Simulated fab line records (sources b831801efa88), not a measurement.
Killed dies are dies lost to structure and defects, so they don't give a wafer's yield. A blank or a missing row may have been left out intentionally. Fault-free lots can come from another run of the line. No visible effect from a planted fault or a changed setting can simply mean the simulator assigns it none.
The tool behind it: which one? :: flow sky130 :: 6 lots with 18 wafers sampled at 2 steps, on a route of 708 steps

== WHAT EACH GAUGE READ, for each wafer ==
SKY_FIELD_ISO_CD_MEAS_13: target cd 150 nm.
lot: L768
measured: day 2 08:47
on: cd_sem-01
cd_nm (nm): 148.3 147.8 147.8

lot: L769
measured: day 2 20:39
on: cd_sem-02
cd_nm (nm): 149.6 149.2 148.8

lot: L771
measured: day 3 04:32
on: cd_sem-01
cd_nm (nm): 152.5 150.7 149.6

lot: L775
measured: day 3 22:58
on: cd_sem-01
cd_nm (nm): 150.2 149.7 150.1

lot: L780
measured: day 5 02:10
on: cd_sem-01
cd_nm (nm): 93.2 148.5 91.9

lot: L790
measured: day 7 03:00
on: cd_sem-01
cd_nm (nm): 147.2 146.6 147.9

== WHICH TOOL RAN EACH LOT (tool, then ch and the chambers of the sampled wafers, then the start) ==
lot: L768
SKY_FIELD_ISO_EXPOSE_10: krf_scanner-01 ch 0, day 2 03:05

lot: L769
SKY_FIELD_ISO_EXPOSE_10: krf_scanner-02 ch 0, day 2 14:13

lot: L771
SKY_FIELD_ISO_EXPOSE_10: krf_scanner-02 ch 0, day 2 21:35

lot: L775
SKY_FIELD_ISO_EXPOSE_10: krf_scanner-01 ch 0, day 3 14:46

lot: L780
SKY_FIELD_ISO_EXPOSE_10: krf_scanner-01 ch 0, day 4 17:25

lot: L790
SKY_FIELD_ISO_EXPOSE_10: krf_scanner-01 ch 0, day 6 18:22
- SKY_FIELD_ISO_EXPOSE_10: exposes mask FOM, target cd 150 nm.

== THE ANSWER, worked out from the rows above alone ==
Rule: the usual values come from the lots themselves. The widest of any qualifying gaps counts: lots, ordered by their means at a reading, are off when they make up no more than a third of the lots, leave a main group of 4 or more, and stand apart from it by 3 or more times the standard deviation of that group's means. A main group whose means are all the same, to the digits that the tables above print for the reading, isn't used. A lot without any number at a reading at which 4 lots or more have one is off too. Any other lot the step has rows for is counted as sound.
Off, at SKY_FIELD_ISO_CD_MEAS_13 on cd_nm: L780. Main group: mean 149.1 nm, sd 1.3.
A tool fits if, at a process step before that reading, it ran every lot that is off, and no sound lot after the first of them. Gauges at SKY_FIELD_ISO_CD_MEAS_13: tried the same way as those tools. Not one of the candidates tried fits.

== WHAT HAD BEEN PUT IN BY THE SIMULATOR ==
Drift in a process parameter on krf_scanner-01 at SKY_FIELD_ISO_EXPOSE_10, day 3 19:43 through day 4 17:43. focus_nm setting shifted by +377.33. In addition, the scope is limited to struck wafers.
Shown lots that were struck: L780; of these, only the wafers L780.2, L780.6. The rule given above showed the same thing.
